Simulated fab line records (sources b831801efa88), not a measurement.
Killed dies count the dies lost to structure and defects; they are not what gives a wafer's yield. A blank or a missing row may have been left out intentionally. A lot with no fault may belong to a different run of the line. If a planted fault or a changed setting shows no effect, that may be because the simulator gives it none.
Split-lot trial :: flow gf180mcu :: 23 wafers read from 5 lots, route of 602 steps

## THE SPLIT ITSELF
At GF_TOP_METAL_DEVELOP_13 (develop time 60 s), the setting developTimeS was moved away from the recipe's 60 s on 9 of the 23 wafers read, by -14.5% to +12.0%. The other wafers ran this setting at the recipe's value.

Split to reading: the file shows no intervening step.

## THE READING
cdNm, in nm, at GF_TOP_METAL_CD_MEAS_14 (target cd 440 nm). Fault-free wafers of this fab line usually give 440.5 nm, standard deviation 1.9 nm.

wafer: L075.2
tool, chamber at the split: lithoTrack-04, 0
developTimeS as run, s: 60
against the recipe: recipe
cdNm, nm: 442.5
against lot-mates on the recipe: -

wafer: L075.3
tool, chamber at the split: lithoTrack-04, 0
developTimeS as run, s: 60
against the recipe: recipe
cdNm, nm: 444.0
against lot-mates on the recipe: -

wafer: L075.4
tool, chamber at the split: lithoTrack-04, 0
developTimeS as run, s: 60
against the recipe: recipe
cdNm, nm: 441.8
against lot-mates on the recipe: -

wafer: L075.5
tool, chamber at the split: lithoTrack-04, 0
developTimeS as run, s: 60
against the recipe: recipe
cdNm, nm: 440.8
against lot-mates on the recipe: -

wafer: L075.6
tool, chamber at the split: lithoTrack-04, 0
developTimeS as run, s: 60
against the recipe: recipe
cdNm, nm: 444.1
against lot-mates on the recipe: -

wafer: L077.1
tool, chamber at the split: lithoTrack-04, 0
developTimeS as run, s: 67.18
against the recipe: +12.0%
cdNm, nm: 432.5
against lot-mates on the recipe: -10.8

wafer: L077.2
tool, chamber at the split: lithoTrack-04, 0
developTimeS as run, s: 60
against the recipe: recipe
cdNm, nm: 442.2
against lot-mates on the recipe: -

wafer: L077.4
tool, chamber at the split: lithoTrack-04, 0
developTimeS as run, s: 60
against the recipe: recipe
cdNm, nm: 444.3
against lot-mates on the recipe: -

wafer: L077.5
tool, chamber at the split: lithoTrack-04, 0
developTimeS as run, s: 67.18
against the recipe: +12.0%
cdNm, nm: 432.9
against lot-mates on the recipe: -10.4

wafer: L077.6
tool, chamber at the split: lithoTrack-04, 0
developTimeS as run, s: 67.18
against the recipe: +12.0%
cdNm, nm: 433.5
against lot-mates on the recipe: -9.8

wafer: L080.2
tool, chamber at the split: lithoTrack-04, 0
developTimeS as run, s: 60
against the recipe: recipe
cdNm, nm: 439.5
against lot-mates on the recipe: -

wafer: L080.3
tool, chamber at the split: lithoTrack-04, 0
developTimeS as run, s: 60
against the recipe: recipe
cdNm, nm: 438.3
against lot-mates on the recipe: -

wafer: L080.6
tool, chamber at the split: lithoTrack-04, 0
developTimeS as run, s: 60
against the recipe: recipe
cdNm, nm: 439.2
against lot-mates on the recipe: -

wafer: L084.1
tool, chamber at the split: lithoTrack-04, 0
developTimeS as run, s: 51.32
against the recipe: -14.5%
cdNm, nm: 455.8
against lot-mates on the recipe: +16.1

wafer: L084.2
tool, chamber at the split: lithoTrack-04, 0
developTimeS as run, s: 60
against the recipe: recipe
cdNm, nm: 439.9
against lot-mates on the recipe: -

wafer: L084.3
tool, chamber at the split: lithoTrack-04, 0
developTimeS as run, s: 51.32
against the recipe: -14.5%
cdNm, nm: 457.4
against lot-mates on the recipe: +17.6

wafer: L084.5
tool, chamber at the split: lithoTrack-04, 0
developTimeS as run, s: 60
against the recipe: recipe
cdNm, nm: 439.6
against lot-mates on the recipe: -

wafer: L084.6
tool, chamber at the split: lithoTrack-04, 0
developTimeS as run, s: 51.32
against the recipe: -14.5%
cdNm, nm: 458.4
against lot-mates on the recipe: +18.6

wafer: L085.1
tool, chamber at the split: lithoTrack-01, 0
developTimeS as run, s: 60
against the recipe: recipe
cdNm, nm: 441.0
against lot-mates on the recipe: -

wafer: L085.2
tool, chamber at the split: lithoTrack-01, 0
developTimeS as run, s: 53.92
against the recipe: -10.1%
cdNm, nm: 454.2
against lot-mates on the recipe: +13.4

wafer: L085.3
tool, chamber at the split: lithoTrack-01, 0
developTimeS as run, s: 53.92
against the recipe: -10.1%
cdNm, nm: 453.4
against lot-mates on the recipe: +12.6

wafer: L085.4
tool, chamber at the split: lithoTrack-01, 0
developTimeS as run, s: 53.92
against the recipe: -10.1%
cdNm, nm: 452.5
against lot-mates on the recipe: +11.7

wafer: L085.5
tool, chamber at the split: lithoTrack-01, 0
developTimeS as run, s: 60
against the recipe: recipe
cdNm, nm: 440.6
against lot-mates on the recipe: -

FIT RESULTS
A straight line over all 23 wafers: cdNm changes by -0.967 nm for each +1% of developTimeS; r = -0.96; the points scatter about the line by 2.1 nm.
The same after taking each lot's own level away (the mean of its wafers on the recipe; 23 wafers): -1.08 nm for each +1%; r = -0.99; scatter 1.4 nm.
The reading moves by 16 nm for the largest change in developTimeS, on that fit.
Measured against the standard deviation above, the lots' own levels, which go from 439.00 to 443.25 nm, span 2.2 times it.
Hence the slope depends on the lot-to-lot level, as the two fits are not the same.
Check: with one of the wafers moved furthest among these (-14.5%) left out of the fit, the line predicts +16.5 nm for it against its lot-mates. Against them it came out at +16.1 nm.

## OTHER SPLITS APPLIED TO THESE WAFERS
These wafers also went through other splits before the reading. Each is held against what the fit with the lots' levels taken away leaves over:
other split on the same wafers: GF_V5_CMP_04 leaveAboveRefNm
wafers away from the commonest value: 8
r with cdNm (lot level and that fit taken away): -0.02

other split on the same wafers: GF_V5_PEB_12 pebTimeS
wafers away from the commonest value: 8
r with cdNm (lot level and that fit taken away): +0.55

other split on the same wafers: GF_V5_CVD_23 pressureTorr
wafers away from the commonest value: 10
r with cdNm (lot level and that fit taken away): +0.40

other split on the same wafers: GF_TOP_METAL_SPUTTER_04 timeS
wafers away from the commonest value: 8
r with cdNm (lot level and that fit taken away): +0.39

## FILE'S OWN FIT
cdNm changes by -1.11 nm for each +1% of developTimeS, r = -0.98.
